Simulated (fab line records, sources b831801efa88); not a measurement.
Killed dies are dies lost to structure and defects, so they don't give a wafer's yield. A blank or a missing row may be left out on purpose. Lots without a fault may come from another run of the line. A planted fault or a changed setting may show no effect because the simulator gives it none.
Chamber matching | flow sky130 | SKY_VIA1_CMP_24 on cmp-01: 4 sister chambers
The step polishes, stops on SiO2, t overpolish 15 s, target thk 0 nm. 14 wafers are shown with their chamber, then 7 later ones without.

WAFERS WITH THEIR CHAMBER
wafer  | chamber | time_to_endpoint_s (s) | motor_current_A (A) | overpolish_run_s (s)
L305.1 | 3       | 67                     | 11.8                | 14.991
L305.3 | 1       | 59                     | 11.1                | 15.001
L305.6 | 0       | 70                     | 11.2                | 15.007
L309.4 | 0       | 64                     | 11.1                | 15.000
L309.5 | 3       | 66                     | 11.5                | 14.988
L309.6 | 2       | 68                     | 11.9                | 14.999
L310.2 | 1       | 60                     | 12.0                | 15.003
L310.3 | 3       | 63                     | 11.7                | 14.993
L310.5 | 2       | 67                     | 11.6                | 15.009
L313.2 | 1       | 59                     | 12.1                | 14.993
L313.3 | 0       | 67                     | 10.6                | 14.984
L313.4 | 2       | 68                     | 11.6                | 15.013
L315.1 | 0       | 65                     | 10.0                | 14.998
L315.4 | 1       | 58                     | 11.2                | 14.999

SIGNATURES (means of the wafers above)
reading            | chamber 0 | chamber 1 | chamber 2 | chamber 3 | scatter within a chamber
time_to_endpoint_s | 66.50     | 59.00     | 67.67     | 65.33     | 1.8
motor_current_A    | 10.725    | 11.600    | 11.700    | 11.667    | 0.428
overpolish_run_s   | 14.99725  | 14.99900  | 15.00700  | 14.99067  | 0.00672
Rule: a wafer's distance from a chamber is the root of the sum, over the readings, of the square of ((its reading less the chamber's mean) divided by the reading's scatter). The wafer belongs to the nearest chamber; if the next one is less than 2 further off, it can't be placed. The scatter: the root of (the sum of the squares of (reading less its chamber's mean) over the shown wafers, divided by (wafers less chambers)).

WAFERS WITHOUT THEIR CHAMBER
wafer  | time_to_endpoint_s (s) | motor_current_A (A) | overpolish_run_s (s)
L315.6 | 64                     | 11.7                | 14.986
L316.1 | 69                     | 10.8                | 15.020
L316.3 | 63                     | 12.3                | 15.006
L316.4 | 71                     | 11.0                | 14.994
L323.1 | 71                     | 12.1                | 15.001
L323.4 | 62                     | 11.6                | 14.984
L323.6 | 65                     | 11.9                | 14.991

WHICH CHAMBER EACH WENT THROUGH
wafer  | from the rows above               | in truth
L315.6 | 3                                 | 3
L316.1 | can't be placed: 2 or 0           | 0
L316.3 | can't be placed: 1 or 2 or 3 or 0 | 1
L316.4 | can't be placed: 0 or 2 or 3      | 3
L323.1 | can't be placed: 2 or 3 or 0      | 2
L323.4 | can't be placed: 3 or 1 or 0      | 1
L323.6 | 3                                 | 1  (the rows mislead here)
Placed correctly: 1 of 7. Can't be placed from these rows: 5 (the true chamber is among the candidates in 5). Placed wrongly: 1.
